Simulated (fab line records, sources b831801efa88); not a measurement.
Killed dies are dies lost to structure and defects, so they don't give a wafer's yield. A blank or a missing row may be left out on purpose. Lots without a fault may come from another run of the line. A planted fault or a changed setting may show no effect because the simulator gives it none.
Which tool did it? | flow sky130 | 13 lots, 37 wafers sampled, at 3 steps of a route of 708

WHAT THE GAUGES READ, wafer by wafer
SKY_FIELD_ISO_THK_MEAS_04.
lot  | measured    | on            | FIELD_ISO_CVD_03_THK (nm)
L923 | day 1 18:47 | film_metro-01 | 164.3 164.7 164.6
L926 | day 2 07:01 | film_metro-04 | 165.0 166.5 165.3
L925 | day 2 07:02 | film_metro-02 | 166.6 164.9 165.4
L928 | day 2 14:40 | film_metro-01 | 164.6 165.3 164.9
L929 | day 2 22:10 | film_metro-04 | 165.0 165.6 164.1
L931 | day 3 06:46 | film_metro-01 | 165.1 167.1 167.2
L932 | day 3 12:41 | film_metro-02 | 164.7 163.0 164.8
L933 | day 3 16:28 | film_metro-02 | 162.8 164.3 164.2
L936 | day 4 07:45 | film_metro-02 | 165.3 166.4 166.2
L939 | day 4 21:31 | film_metro-01 | 162.8 162.9
L941 | day 5 07:31 | film_metro-01 | 162.7 163.8
L943 | day 5 18:16 | film_metro-02 | 164.8 164.6 164.2
L944 | day 6 00:47 | film_metro-01 | 163.9 163.6 163.4

SKY_VT_ADJUST_HVTP_OVL_MEAS_08.
lot  | measured     | on         | VT_ADJUST_HVTP_OVL (nm)
L923 | day 6 13:59  | overlay-02 | -0.6 -0.6 -0.5
L926 | day 6 22:37  | overlay-01 | 0.7 0.2 -2.5
L925 | day 6 22:20  | overlay-02 | 1.7 0.4 2.6
L928 | day 7 05:08  | overlay-02 | -0.2 1.9 2.7
L929 | day 7 17:13  | overlay-01 | 1.4 2.1 1.8
L931 | day 8 02:31  | overlay-02 | -1.4 -0.5 -1.0
L932 | day 8 09:58  | overlay-02 | 1.4 -0.1 0.3
L933 | day 8 18:28  | overlay-01 | 1.3 0.9 1.6
L936 | day 9 11:37  | overlay-02 | 0.1 1.2 -0.3
L939 | day 10 06:02 | overlay-01 | -0.1 -1.8
L941 | day 10 17:41 | overlay-01 | 0.3 1.1
L943 | day 11 09:55 | overlay-01 | 1.9 2.7 3.6
L944 | day 11 16:14 | overlay-01 | 0.4 -0.1 -0.4

WHICH TOOL RAN EACH LOT (tool, then ch and the chambers of the sampled wafers, then the start)
lot  | SKY_FIELD_ISO_ETCH_17
L923 | rie_si-01 ch 1,2,3, day 2 07:32
L926 | rie_si-01 ch 0,1,3, day 2 20:46
L925 | rie_si-02 ch 0,3, day 2 20:56
L928 | rie_si-01 ch 0,2,3, day 3 04:40
L929 | rie_si-01 ch 0,1, day 3 12:52
L931 | rie_si-02 ch 0,2, day 3 23:17
L932 | rie_si-01 ch 0,1, day 4 06:10
L933 | rie_si-02 ch 0,2,3, day 4 09:07
L936 | rie_si-01 ch 0,2,3, day 5 02:28
L939 | rie_si-01 ch 1,2, day 5 15:30
L941 | rie_si-01 ch 1,2, day 6 02:16
L943 | rie_si-02 ch 0,2,3, day 6 12:49
L944 | rie_si-02 ch 0,1,2, day 6 20:17
- SKY_FIELD_ISO_ETCH_17: etches Si in HBr/Cl2/O2, target depth 342 nm, time 97.7 s.

WHAT THE TOOLS THEMSELVES READ (means of the sampled wafers that have a number; where no wafer has one, the mark that the record gives instead)
SKY_FIELD_ISO_ETCH_17.
lot  | tool      | bias_w (W) | drypump_motor_current_A (A) | oes_product_au (a.u.) | rf_fwd_power_W (W) | run_length_s (s) | throttle_valve_pct (%)
L923 | rie_si-01 | 150.0      | 6.0                         | 1.009                 | 595.5              | 126.3            | 25.651
L926 | rie_si-01 | 150.0      | 5.9                         | 1.001                 | 596.9              | 126.5            | 25.658
L925 | rie_si-02 | 150.3      | 5.1                         | 1.005                 | 594.6              | 126.7            | 25.659
L928 | rie_si-01 | 150.1      | 5.8                         | 1.002                 | 598.0              | 125.9            | 25.653
L929 | rie_si-01 | 150.4      | 5.7                         | 0.995                 | 595.8              | 126.0            | 25.680
L931 | rie_si-02 | 149.9      | 6.3                         | 1.001                 | 596.3              | 125.8            | 25.663
L932 | rie_si-01 | 149.4      | 5.7                         | 1.000                 | 598.0              | 126.0            | 25.654
L933 | rie_si-02 | 150.1      | 5.7                         | 1.006                 | 597.4              | 126.3            | 25.649
L936 | rie_si-01 | 149.5      | 5.8                         | 1.002                 | 597.2              | 130.3            | 25.662
L939 | rie_si-01 | 149.9      | 5.8                         | 0.999                 | 600.1              | 132.2            | 25.663
L941 | rie_si-01 | 149.8      | 5.8                         | 1.012                 | 598.2              | 132.2            | 25.651
L943 | rie_si-02 | 150.3      | 5.7                         | 1.002                 | 597.1              | 125.9            | 25.664
L944 | rie_si-02 | 150.1      | 6.1                         | 1.001                 | 595.8              | 125.9            | 25.655

THE ANSWER, worked out from the rows above alone
Rule: what is usual is taken from the lots themselves. Put in order of their means at a reading, lots are off if they are a third of the lots or fewer, leave a main group of 4 or more, and stand apart from it by a gap of 3 or more times the standard deviation of the main group's means; of several such gaps the widest counts. A main group whose means are all the same, to the digits that the tables above print for the reading, isn't used. A lot without any number at a reading at which 4 lots or more have one is off too. The other lots that the step has rows for count as sound. The gauges are gone through in route order, then the tools' own readings, and for those a lot's mean is taken as printed above. The first step at which some lot is off is used, and at that step the reading that is off furthest; a lot without a number counts as furthest.
Off: L936, L939, L941, at SKY_FIELD_ISO_ETCH_17 (run_length_s). The main group: mean 126.1 s, standard deviation 0.29.
A tool fits if, at that step or a process step before it, it ran every lot that is off, and no sound lot after the first of them. One fits: rie_si-01 at SKY_FIELD_ISO_ETCH_17. Its last sound lot is L932 (day 4 06:10), its first lot that is off L936 (day 5 02:28): a fault that began between those two fits.
The tool's own readings at SKY_FIELD_ISO_ETCH_17 bear it out: on the lots that are off they differ by more than 5 times the standard deviation of the sound lots' means. run_length_s reads 131.6 s there against 126.1 s on the sound lots.

WHAT THE SIMULATOR HAD PUT IN
Process parameter drift: rie_si-01, from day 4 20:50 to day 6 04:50, at SKY_FIELD_ISO_ETCH_17. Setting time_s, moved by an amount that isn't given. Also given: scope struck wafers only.
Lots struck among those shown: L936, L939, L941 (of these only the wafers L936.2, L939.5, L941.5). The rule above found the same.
